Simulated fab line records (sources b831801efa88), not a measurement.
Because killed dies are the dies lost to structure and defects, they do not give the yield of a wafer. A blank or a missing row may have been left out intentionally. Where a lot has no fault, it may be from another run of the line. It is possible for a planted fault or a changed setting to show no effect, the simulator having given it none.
Chamber matching ; flow sfq line ; rie diel-04 running SFQ_TRILAYER_I7_VIA_BARC_OPEN_VIA_ETCH_260: 4 sister chambers
The step etches BARC in O2, target depth 125 nm, time 41.7 s. 14 wafers are shown with their chamber, then 7 later ones without.

== WAFERS WITH THEIR CHAMBER ==
wafer;chamber;drypump motor current A (A);bias w (W);oes product au (a.u.)
L947.2;3;5.93;79.94;0.686
L947.5;3;5.92;80.31;0.673
L947.6;0;5.53;79.76;0.687
L948.1;2;5.92;80.02;0.685
L948.2;3;5.92;80.34;0.680
L948.5;2;5.99;79.75;0.681
L949.2;1;6.05;79.42;0.690
L949.3;0;5.48;79.78;0.684
L949.4;2;5.95;79.89;0.689
L953.3;3;5.90;79.84;0.686
L953.4;2;5.93;79.89;0.694
L953.5;3;5.93;80.05;0.675
L958.2;3;5.92;79.76;0.691
L958.4;2;5.96;80.08;0.680

SIGNATURES, as means of the wafers listed above
reading;chamber 0;chamber 1;chamber 2;chamber 3;scatter within a chamber
drypump motor current A;5.5050;6.0500;5.9500;5.9200;0.022
bias w;79.7700;79.4200;79.9260;80.0400;0.189
oes product au;0.68550;0.69000;0.68580;0.68183;0.00621
Rule: for each reading, subtract the chamber's mean from the wafer's reading, divide by that reading's scatter and square the result; add these up over the readings and take the root, which gives the wafer's distance from the chamber. If the next closest chamber is less than 2 further off than the closest, the wafer can't be placed; otherwise it belongs to the closest. The scatter: the root of (the sum of the squares of (reading less its chamber's mean) over the shown wafers, divided by (wafers less chambers)).

== WAFERS WITHOUT THEIR CHAMBER ==
wafer;drypump motor current A (A);bias w (W);oes product au (a.u.)
L958.6;5.92;79.94;0.686
L961.1;6.08;80.20;0.679
L961.3;5.94;80.13;0.671
L961.4;5.94;79.81;0.688
L962.2;5.93;80.20;0.678
L962.3;5.95;79.82;0.688
L962.4;5.47;80.05;0.690

== WHICH CHAMBER EACH ONE RAN IN ==
wafer;from the rows above;in truth
L958.6;can't be placed: 3 or 2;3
L961.1;can't be placed: 1 or 2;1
L961.3;can't be placed: 3 or 2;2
L961.4;can't be placed: 2 or 3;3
L962.2;can't be placed: 3 or 2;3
L962.3;can't be placed: 2 or 3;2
L962.4;0;0
Correct placement for 1 of the 7. These rows do not allow placing 6 (true chamber among the candidates in 6). Placed wrongly: 0.
